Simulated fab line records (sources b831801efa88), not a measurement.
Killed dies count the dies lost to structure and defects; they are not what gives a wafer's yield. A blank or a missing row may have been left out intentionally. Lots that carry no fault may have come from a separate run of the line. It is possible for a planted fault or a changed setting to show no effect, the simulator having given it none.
What tool caused it? || flow gf180mcu || 26 wafers from 9 lots sampled at 2 of the route's 602 steps

## WHAT EACH GAUGE READ, for each wafer
GF_M3_THK_MEAS_06: measures by xrf.
{"lot": "L476", "measured": "day 20 08:40", "on": "film-metro-01", "M3_ALCU_THK (nm)": "450 451 453"}
{"lot": "L477", "measured": "day 20 12:34", "on": "film-metro-03", "M3_ALCU_THK (nm)": "452 448 449"}
{"lot": "L478", "measured": "day 20 19:07", "on": "film-metro-03", "M3_ALCU_THK (nm)": "448 445 447"}
{"lot": "L479", "measured": "day 21 11:54", "on": "film-metro-03", "M3_ALCU_THK (nm)": "444 441 443"}
{"lot": "L480", "measured": "day 21 23:20", "on": "film-metro-04", "M3_ALCU_THK (nm)": "452 454 454"}
{"lot": "L488", "measured": "day 24 18:24", "on": "film-metro-01", "M3_ALCU_THK (nm)": "459 451 451"}
{"lot": "L489", "measured": "day 25 01:45", "on": "film-metro-03", "M3_ALCU_THK (nm)": "444 444"}
{"lot": "L498", "measured": "day 27 21:52", "on": "film-metro-03", "M3_ALCU_THK (nm)": "457 447 457"}
{"lot": "L499", "measured": "day 28 02:42", "on": "film-metro-03", "M3_ALCU_THK (nm)": "441 441 442"}

## TOOL THAT RAN EACH LOT (tool first, then ch and the chambers of the sampled wafers, then the start)
{"lot": "L476", "GF_M3_SPUTTER_00": "pvd-sputter-02, day 20 08:20"}
{"lot": "L477", "GF_M3_SPUTTER_00": "pvd-sputter-03, day 20 12:13"}
{"lot": "L478", "GF_M3_SPUTTER_00": "pvd-sputter-01, day 20 18:45"}
{"lot": "L479", "GF_M3_SPUTTER_00": "pvd-sputter-03, day 21 11:32"}
{"lot": "L480", "GF_M3_SPUTTER_00": "pvd-sputter-01, day 21 22:59"}
{"lot": "L488", "GF_M3_SPUTTER_00": "pvd-sputter-03, day 24 18:03"}
{"lot": "L489", "GF_M3_SPUTTER_00": "pvd-sputter-01, day 25 01:22"}
{"lot": "L498", "GF_M3_SPUTTER_00": "pvd-sputter-02, day 27 21:32"}
{"lot": "L499", "GF_M3_SPUTTER_00": "pvd-sputter-03, day 28 02:22"}
- GF_M3_SPUTTER_00: material Ti, target thk 37.5 nm, time 150 s.

## THE ANSWER, worked out from the rows above alone
Rule: the lots themselves supply what counts as usual. Put in order of their means at a reading, lots are off if they are a third of the lots or fewer, leave a main group of 4 or more, and stand apart from it by a gap of 3 or more times the standard deviation of the main group's means; of several such gaps the widest counts. The tables above print the reading to a certain number of digits; a main group whose means all agree to those digits is not used. A lot without any number at a reading at which 4 lots or more have one is off too. The other lots that the step has rows for count as sound.
No lot is off on any of the readings shown, so nothing can be concluded from this.

## WHAT THE SIMULATOR PUT IN
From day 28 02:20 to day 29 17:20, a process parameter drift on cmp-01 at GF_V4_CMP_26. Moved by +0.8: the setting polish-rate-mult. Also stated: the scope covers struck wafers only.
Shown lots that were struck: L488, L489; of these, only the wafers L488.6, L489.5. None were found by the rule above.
